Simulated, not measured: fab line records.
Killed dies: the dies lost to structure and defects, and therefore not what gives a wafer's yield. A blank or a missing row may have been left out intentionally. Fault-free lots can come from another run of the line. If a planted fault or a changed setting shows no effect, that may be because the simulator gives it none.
A single fault, viewed from 2 desks | flow sky130 | what lay behind the numbers comes last; until then each desk has only its own

THE TOOL OWNER'S DESK: implanter-03
SKY_SD_N_IMPLANT_09, tool's own readings: per-lot mean of the sampled wafers with a number, covering each lot this tool ran. If a lot's mean is further than 4 standard deviations from the usual mean, the lot is out of limits and carries the mark OUT (the distance appears in the brackets).
Columns: A = beamOnS at SKY_SD_N_IMPLANT_09, usual 15.5 s; B = doseIonsCm2 at SKY_SD_N_IMPLANT_09, usual 4e+15
lot  | first seen here | A               | B
L422 | day 28 09:49    | 16.6            | 4e+15
L429 | day 31 17:55    | 16.6            | 4e+15
L432 | day 32 08:22    | 23.1 (+5.9) OUT | 6e+15 (+99 or more) OUT
L433 | day 32 16:59    | 23.7 (+6.3) OUT | 6e+15 (+99 or more) OUT
This desk's verdict: out of limits on L432, L433, starting with L432 at day 32 08:22 (beamOnS at SKY_SD_N_IMPLANT_09). In limits: L422, L429.

METROLOGY DESK
What the gauges read for every lot (on any tool): the sampled wafers with a number, averaged. If a lot's mean is further than 4 standard deviations from the usual mean, the lot is out of limits and carries the mark OUT (the distance appears in the brackets).
Columns: A = SD_P_TW at SKY_SD_P_TW_MEAS_11, usual 2817; B = SD_N_OVL at SKY_SD_N_OVL_MEAS_08, usual 0.4 nm; C = SD_N_RS at SKY_SD_N_RS_MEAS_16, usual 68.62 ohm/sq
lot  | first seen here | A    | B    | C
L421 | day 25 21:57    | 2807 | 0.5  | 68.66
L422 | day 25 23:09    | 2838 | -0.7 | 68.61
L424 | day 27 07:14    | 2829 | 0.7  | 68.55
L427 | day 27 17:28    | 2828 | 0.3  | 68.59
L429 | day 29 09:35    | 2792 | 1.6  | 68.53
L432 | day 30 00:59    | 2820 | 1.2  | 66.08 (-23) OUT
L433 | day 30 09:34    | 2842 | -1.1 | 66.13 (-23) OUT
L438 | day 31 15:56    | 2853 | 0.5  | 68.55
L439 | day 31 19:32    | 2791 | 1.2  | 68.77
L440 | day 32 08:13    | 2797 | -0.7 | 68.57
L444 | day 33 08:11    | 2848 | -0.1 | 68.58
This desk reports L432, L433 out of limits; the earliest was L432 at day 32 09:04 (SD_N_RS at SKY_SD_N_RS_MEAS_16). In limits: L421, L422, L424, L427, L429, L438, L439, L440, L444.

PUT TOGETHER
At day 32 08:22, on L432, L433, the tool owner's desk was in a position to raise an alarm.
At day 32 09:04 the metrology desk could have sounded an alarm, on L432, L433.
All the named lots went through SKY_SD_N_IMPLANT_09 on implanter-03.

WHAT THE SIMULATOR HAD PUT IN
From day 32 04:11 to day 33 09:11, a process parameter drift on implanter-03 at SKY_SD_N_IMPLANT_09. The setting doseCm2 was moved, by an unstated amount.
Struck lots among those shown: L432, L433.
Hours from the fault's start to each desk's first reading out of limits: the tool owner's desk, 4; the metrology desk, 5.
